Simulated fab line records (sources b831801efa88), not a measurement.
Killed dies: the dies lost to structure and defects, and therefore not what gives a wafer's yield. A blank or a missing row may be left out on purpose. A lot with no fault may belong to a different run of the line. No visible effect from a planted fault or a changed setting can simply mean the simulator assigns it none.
Which tool is to blame? || flow gf180mcu || 13 lots with 39 wafers sampled at 4 steps, on a route of 602 steps

== WHAT THE GAUGES SHOWED, per wafer ==
GF_VT_IMPLANT_TW_MEAS_21.
{"lot": "L635", "measured": "day 6 12:27", "on": "film-metro-02", "VT_IMPLANT_2_TW": "1211 1205 1209"}
{"lot": "L638", "measured": "day 7 02:18", "on": "film-metro-03", "VT_IMPLANT_2_TW": "1218 1215 1223"}
{"lot": "L639", "measured": "day 7 05:00", "on": "film-metro-01", "VT_IMPLANT_2_TW": "1232 1226 1230"}
{"lot": "L642", "measured": "day 8 06:10", "on": "film-metro-02", "VT_IMPLANT_2_TW": "1217 1217 1214"}
{"lot": "L644", "measured": "day 8 16:26", "on": "film-metro-03", "VT_IMPLANT_2_TW": "1211 1203 1218"}
{"lot": "L645", "measured": "day 9 02:21", "on": "film-metro-01", "VT_IMPLANT_2_TW": "1221 1223 1215"}
{"lot": "L646", "measured": "day 9 06:39", "on": "film-metro-01", "VT_IMPLANT_2_TW": "1218 1215 1223"}
{"lot": "L648", "measured": "day 9 16:31", "on": "film-metro-03", "VT_IMPLANT_2_TW": "1217 1211 1213"}
{"lot": "L649", "measured": "day 9 22:49", "on": "film-metro-03", "VT_IMPLANT_2_TW": "1221 1215 1221"}
{"lot": "L651", "measured": "day 10 15:06", "on": "film-metro-03", "VT_IMPLANT_2_TW": "1213 1213 1210"}
{"lot": "L656", "measured": "day 11 22:25", "on": "film-metro-01", "VT_IMPLANT_2_TW": "1216 1217 1216"}
{"lot": "L657", "measured": "day 12 03:33", "on": "film-metro-01", "VT_IMPLANT_2_TW": "1216 1221 1220"}
{"lot": "L658", "measured": "day 12 10:12", "on": "film-metro-01", "VT_IMPLANT_2_TW": "1215 1213 1217"}

GF_HV_LDD_OVL_MEAS_08.
{"lot": "L635", "measured": "day 10 09:01", "on": "overlay-02", "HV_LDD_OVL (nm)": "2.3 2.6 2.4"}
{"lot": "L638", "measured": "day 10 21:35", "on": "overlay-01", "HV_LDD_OVL (nm)": "-0.2 0.7 1.8"}
{"lot": "L639", "measured": "day 11 03:17", "on": "overlay-01", "HV_LDD_OVL (nm)": "-0.3 0.8 -0.6"}
{"lot": "L642", "measured": "day 12 08:11", "on": "overlay-01", "HV_LDD_OVL (nm)": "-0.4 0.6 0.6"}
{"lot": "L644", "measured": "day 12 18:56", "on": "overlay-01", "HV_LDD_OVL (nm)": "0.4 1.1 1.6"}
{"lot": "L645", "measured": "day 13 11:47", "on": "overlay-02", "HV_LDD_OVL (nm)": "-1.2 -0.3 0.3"}
{"lot": "L646", "measured": "day 13 17:57", "on": "overlay-02", "HV_LDD_OVL (nm)": "-2.4 -2.4 -1.4"}
{"lot": "L648", "measured": "day 14 01:15", "on": "overlay-01", "HV_LDD_OVL (nm)": "0.5 -0.1 -2.5"}
{"lot": "L649", "measured": "day 14 08:31", "on": "overlay-02", "HV_LDD_OVL (nm)": "-0.8 -0.4 -0.3"}
{"lot": "L651", "measured": "day 15 05:46", "on": "overlay-01", "HV_LDD_OVL (nm)": "1.6 0.1 2.0"}
{"lot": "L656", "measured": "day 16 15:29", "on": "overlay-02", "HV_LDD_OVL (nm)": "-1.4 -1.6 -1.8"}
{"lot": "L657", "measured": "day 16 18:19", "on": "overlay-02", "HV_LDD_OVL (nm)": "0.4 1.4 1.3"}
{"lot": "L658", "measured": "day 17 04:56", "on": "overlay-01", "HV_LDD_OVL (nm)": "-1.0 -0.6 0.0"}

== EACH LOT AND THE TOOL THAT RAN IT (in order: tool; ch and the chambers of the sampled wafers; start) ==
{"lot": "L635", "GF_VT_IMPLANT_STRIP_31": "plasma-asher-03 ch 0,1, day 7 04:18", "GF_POLY_GATE_ETCH_13": "rie-si-02 ch 0,2,3, day 9 12:52"}
{"lot": "L638", "GF_VT_IMPLANT_STRIP_31": "plasma-asher-02 ch 0,1, day 7 18:25", "GF_POLY_GATE_ETCH_13": "rie-si-02 ch 1,2,3, day 10 01:53"}
{"lot": "L639", "GF_VT_IMPLANT_STRIP_31": "plasma-asher-01 ch 0,1, day 7 21:23", "GF_POLY_GATE_ETCH_13": "rie-si-02 ch 0,1,3, day 10 07:19"}
{"lot": "L642", "GF_VT_IMPLANT_STRIP_31": "plasma-asher-03 ch 0,1, day 8 22:42", "GF_POLY_GATE_ETCH_13": "rie-si-02 ch 0,2,3, day 11 10:16"}
{"lot": "L644", "GF_VT_IMPLANT_STRIP_31": "plasma-asher-03 ch 0,1, day 9 09:22", "GF_POLY_GATE_ETCH_13": "rie-si-02 ch 0,1,3, day 11 22:07"}
{"lot": "L645", "GF_VT_IMPLANT_STRIP_31": "plasma-asher-03 ch 0,1, day 9 19:40", "GF_POLY_GATE_ETCH_13": "rie-si-02 ch 0,1,3, day 12 11:05"}
{"lot": "L646", "GF_VT_IMPLANT_STRIP_31": "plasma-asher-03 ch 0,1, day 10 00:20", "GF_POLY_GATE_ETCH_13": "rie-si-02 ch 1,3, day 12 15:47"}
{"lot": "L648", "GF_VT_IMPLANT_STRIP_31": "plasma-asher-02 ch 1, day 10 10:30", "GF_POLY_GATE_ETCH_13": "rie-si-02 ch 0,1,2, day 13 02:31"}
{"lot": "L649", "GF_VT_IMPLANT_STRIP_31": "plasma-asher-01 ch 0,1, day 10 16:50", "GF_POLY_GATE_ETCH_13": "rie-si-02 ch 0,3, day 13 10:01"}
{"lot": "L651", "GF_VT_IMPLANT_STRIP_31": "plasma-asher-03 ch 0,1, day 11 10:30", "GF_POLY_GATE_ETCH_13": "rie-si-01 ch 1,2,3, day 14 06:38"}
{"lot": "L656", "GF_VT_IMPLANT_STRIP_31": "plasma-asher-02 ch 0,1, day 12 18:11", "GF_POLY_GATE_ETCH_13": "rie-si-01 ch 2,3, day 15 13:05"}
{"lot": "L657", "GF_VT_IMPLANT_STRIP_31": "plasma-asher-01 ch 1, day 12 23:14", "GF_POLY_GATE_ETCH_13": "rie-si-01 ch 0,1,2, day 15 18:38"}
{"lot": "L658", "GF_VT_IMPLANT_STRIP_31": "plasma-asher-02 ch 0,1, day 13 06:09", "GF_POLY_GATE_ETCH_13": "rie-si-01 ch 0,1,3, day 16 05:15"}
- GF_VT_IMPLANT_STRIP_31: strips in O2/N2.
- GF_POLY_GATE_ETCH_13: etches poly-Si in HBr/Cl2, stops on SiO2, target depth 198.5 nm, time 69.6 s.

== AS READ BY THE TOOLS THEMSELVES (means over the sampled wafers that have a number; for cases with no such wafer, the mark the record gives instead) ==
GF_VT_IMPLANT_STRIP_31.
{"lot": "L635", "tool": "plasma-asher-03", "drypump-motor-current-A (A)": 5.6, "heater-power-w (W)": 372, "oes-product-au (a.u.)": 0.716, "strip-time-to-endpoint-s (s)": 12.625}
{"lot": "L638", "tool": "plasma-asher-02", "drypump-motor-current-A (A)": 5.7, "heater-power-w (W)": 374, "oes-product-au (a.u.)": 0.717, "strip-time-to-endpoint-s (s)": 12.662}
{"lot": "L639", "tool": "plasma-asher-01", "drypump-motor-current-A (A)": 5.2, "heater-power-w (W)": 331, "oes-product-au (a.u.)": 0.713, "strip-time-to-endpoint-s (s)": 12.644}
{"lot": "L642", "tool": "plasma-asher-03", "drypump-motor-current-A (A)": 5.6, "heater-power-w (W)": 377, "oes-product-au (a.u.)": 0.717, "strip-time-to-endpoint-s (s)": 12.619}
{"lot": "L644", "tool": "plasma-asher-03", "drypump-motor-current-A (A)": 5.6, "heater-power-w (W)": 376, "oes-product-au (a.u.)": 0.717, "strip-time-to-endpoint-s (s)": 12.649}
{"lot": "L645", "tool": "plasma-asher-03", "drypump-motor-current-A (A)": 5.6, "heater-power-w (W)": 372, "oes-product-au (a.u.)": 0.714, "strip-time-to-endpoint-s (s)": 12.620}
{"lot": "L646", "tool": "plasma-asher-03", "drypump-motor-current-A (A)": 5.6, "heater-power-w (W)": 374, "oes-product-au (a.u.)": 0.717, "strip-time-to-endpoint-s (s)": 12.672}
{"lot": "L648", "tool": "plasma-asher-02", "drypump-motor-current-A (A)": 5.5, "heater-power-w (W)": 347, "oes-product-au (a.u.)": 0.713, "strip-time-to-endpoint-s (s)": 12.636}
{"lot": "L649", "tool": "plasma-asher-01", "drypump-motor-current-A (A)": 5.5, "heater-power-w (W)": 329, "oes-product-au (a.u.)": 0.716, "strip-time-to-endpoint-s (s)": 12.580}
{"lot": "L651", "tool": "plasma-asher-03", "drypump-motor-current-A (A)": 5.7, "heater-power-w (W)": 361, "oes-product-au (a.u.)": 0.710, "strip-time-to-endpoint-s (s)": 12.638}
{"lot": "L656", "tool": "plasma-asher-02", "drypump-motor-current-A (A)": 5.8, "heater-power-w (W)": 399, "oes-product-au (a.u.)": 0.714, "strip-time-to-endpoint-s (s)": 12.613}
{"lot": "L657", "tool": "plasma-asher-01", "drypump-motor-current-A (A)": 5.9, "heater-power-w (W)": 329, "oes-product-au (a.u.)": 0.716, "strip-time-to-endpoint-s (s)": 12.594}
{"lot": "L658", "tool": "plasma-asher-02", "drypump-motor-current-A (A)": 5.7, "heater-power-w (W)": 372, "oes-product-au (a.u.)": 0.714, "strip-time-to-endpoint-s (s)": 12.591}

GF_POLY_GATE_ETCH_13.
{"lot": "L635", "tool": "rie-si-02", "HBr_flow_sccm (sccm)": 150.4, "bias-w (W)": 99.93, "drypump-motor-current-A (A)": 5.8, "oes-product-au (a.u.)": 0.990, "throttle-valve-pct (%)": 33.678}
{"lot": "L638", "tool": "rie-si-02", "HBr_flow_sccm (sccm)": 149.8, "bias-w (W)": 100.02, "drypump-motor-current-A (A)": 5.5, "oes-product-au (a.u.)": 0.999, "throttle-valve-pct (%)": 33.681}
{"lot": "L639", "tool": "rie-si-02", "HBr_flow_sccm (sccm)": 150.2, "bias-w (W)": 99.91, "drypump-motor-current-A (A)": 5.8, "oes-product-au (a.u.)": 0.996, "throttle-valve-pct (%)": 33.676}
{"lot": "L642", "tool": "rie-si-02", "HBr_flow_sccm (sccm)": 149.8, "bias-w (W)": 100.22, "drypump-motor-current-A (A)": 5.7, "oes-product-au (a.u.)": 0.983, "throttle-valve-pct (%)": 33.683}
{"lot": "L644", "tool": "rie-si-02", "HBr_flow_sccm (sccm)": 150.4, "bias-w (W)": 99.95, "drypump-motor-current-A (A)": 5.9, "oes-product-au (a.u.)": 0.991, "throttle-valve-pct (%)": 33.683}
{"lot": "L645", "tool": "rie-si-02", "HBr_flow_sccm (sccm)": 150.1, "bias-w (W)": 99.87, "drypump-motor-current-A (A)": 5.8, "oes-product-au (a.u.)": 0.983, "throttle-valve-pct (%)": 33.680}
{"lot": "L646", "tool": "rie-si-02", "HBr_flow_sccm (sccm)": 149.4, "bias-w (W)": 99.93, "drypump-motor-current-A (A)": 5.6, "oes-product-au (a.u.)": 0.994, "throttle-valve-pct (%)": 33.678}
{"lot": "L648", "tool": "rie-si-02", "HBr_flow_sccm (sccm)": 149.9, "bias-w (W)": 96.20, "drypump-motor-current-A (A)": 5.8, "oes-product-au (a.u.)": 0.986, "throttle-valve-pct (%)": 33.680}
{"lot": "L649", "tool": "rie-si-02", "HBr_flow_sccm (sccm)": 150.2, "bias-w (W)": 96.11, "drypump-motor-current-A (A)": 5.8, "oes-product-au (a.u.)": 0.993, "throttle-valve-pct (%)": 33.682}
{"lot": "L651", "tool": "rie-si-01", "HBr_flow_sccm (sccm)": 149.9, "bias-w (W)": 100.41, "drypump-motor-current-A (A)": 5.3, "oes-product-au (a.u.)": 0.990, "throttle-valve-pct (%)": 33.694}
{"lot": "L656", "tool": "rie-si-01", "HBr_flow_sccm (sccm)": 150.2, "bias-w (W)": 100.07, "drypump-motor-current-A (A)": 5.2, "oes-product-au (a.u.)": 0.979, "throttle-valve-pct (%)": 33.689}
{"lot": "L657", "tool": "rie-si-01", "HBr_flow_sccm (sccm)": 150.0, "bias-w (W)": 99.85, "drypump-motor-current-A (A)": 5.3, "oes-product-au (a.u.)": 0.990, "throttle-valve-pct (%)": 33.681}
{"lot": "L658", "tool": "rie-si-01", "HBr_flow_sccm (sccm)": 150.3, "bias-w (W)": 100.20, "drypump-motor-current-A (A)": 5.3, "oes-product-au (a.u.)": 0.983, "throttle-valve-pct (%)": 33.690}

== THE ANSWER, worked out from the rows above alone ==
Rule: the usual values come from the lots themselves. The widest of any qualifying gaps counts: lots, ordered by their means at a reading, are off when they make up no more than a third of the lots, leave a main group of 4 or more, and stand apart from it by 3 or more times the standard deviation of that group's means. A main group whose means are all the same, to the digits that the tables above print for the reading, isn't used. Also off: a lot with no number at a reading for which 4 or more lots have one. Where the step has rows for the other lots, those lots are counted as sound. Order of review: gauges by route order, followed by the tools' own readings, for which a lot's mean as printed above is used. The first step at which some lot is off is used, and at that step the reading that is off furthest; a lot without a number counts as furthest.
Off: L648, L649, at GF_POLY_GATE_ETCH_13 (bias-w). For the main group the mean is 100.03 W and the standard deviation 0.17.
A tool fits if, at that step or a process step before it, it ran every lot that is off, and no sound lot after the first of them. One fits: GF_POLY_GATE_ETCH_13 on rie-si-02. A fault onset in the window from L646 (day 12 15:47, its last sound lot) to L648 (day 13 02:31, its first lot off) fits.
On the lots that are off, the tool's own readings at GF_POLY_GATE_ETCH_13 differ by more than 5 times the standard deviation of the sound lots' means, which bears it out; bias-w reads 96.16 W there versus 100.03 W on the sound lots.

== WHAT THE SIMULATOR PUT IN ==
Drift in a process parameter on rie-si-02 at GF_POLY_GATE_ETCH_13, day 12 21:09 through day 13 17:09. From 100, the setting bias-w moved by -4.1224. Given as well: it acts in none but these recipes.
Shown lots that were struck: L648, L649. The rule above found the same.
